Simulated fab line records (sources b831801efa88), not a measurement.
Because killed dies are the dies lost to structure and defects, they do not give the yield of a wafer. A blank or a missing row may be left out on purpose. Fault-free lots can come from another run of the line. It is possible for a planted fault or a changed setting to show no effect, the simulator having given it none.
Chamber matching -- flow gf180mcu -- GF_POLY_GATE_ETCH_13 on rie_si-01 has 4 sister chambers
The step etches poly-Si in HBr/Cl2, stops on SiO2, target depth 198.5 nm, time 69.6 s. 8 wafers are shown with their chamber, then 7 later ones without.

## WAFERS WITH THEIR CHAMBER
wafer,chamber,drypump_motor_current_A (A),run_length_s (s)
L237.6,1,6.2,97.3
L240.4,0,6.1,97.9
L245.2,3,5.9,98.3
L245.3,1,6.2,97.5
L245.4,0,6.2,98.2
L246.1,2,6.7,97.5
L246.5,3,6.0,98.6
L246.6,2,6.7,97.5

## WAFERS MISSING THEIR CHAMBER
wafer,drypump_motor_current_A (A),run_length_s (s)
L247.1,6.0,98.1
L247.5,6.7,97.5
L247.6,6.2,97.7
L248.2,5.9,98.0
L248.6,6.2,97.7
L250.1,6.0,98.0
L250.2,6.7,97.8

## EACH ONE'S CHAMBER
wafer,from the rows above,in truth
L247.1,can't be placed: 3 or 0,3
L247.5,2,2
L247.6,can't be placed: 1 or 0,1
L248.2,3,3
L248.6,can't be placed: 1 or 0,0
L250.1,can't be placed: 3 or 0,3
L250.2,2,2
Placed correctly: 3 of 7. Unplaceable from these rows: 4, with the true chamber sitting among the candidates in 4. Number placed wrongly: 0.
How it was worked out, from the rows above alone: a wafer's distance from a chamber is the root of the sum, over the readings, of the square of ((its reading less the chamber's mean) divided by the reading's scatter). If the next closest chamber is less than 2 further off than the closest, the wafer can't be placed; otherwise it belongs to the closest. A chamber's mean is the mean of its shown wafers. How the scatter is found: for the shown wafers, subtract from each reading the mean of its chamber, square and add these, divide the total by (wafers less chambers), then take the root.
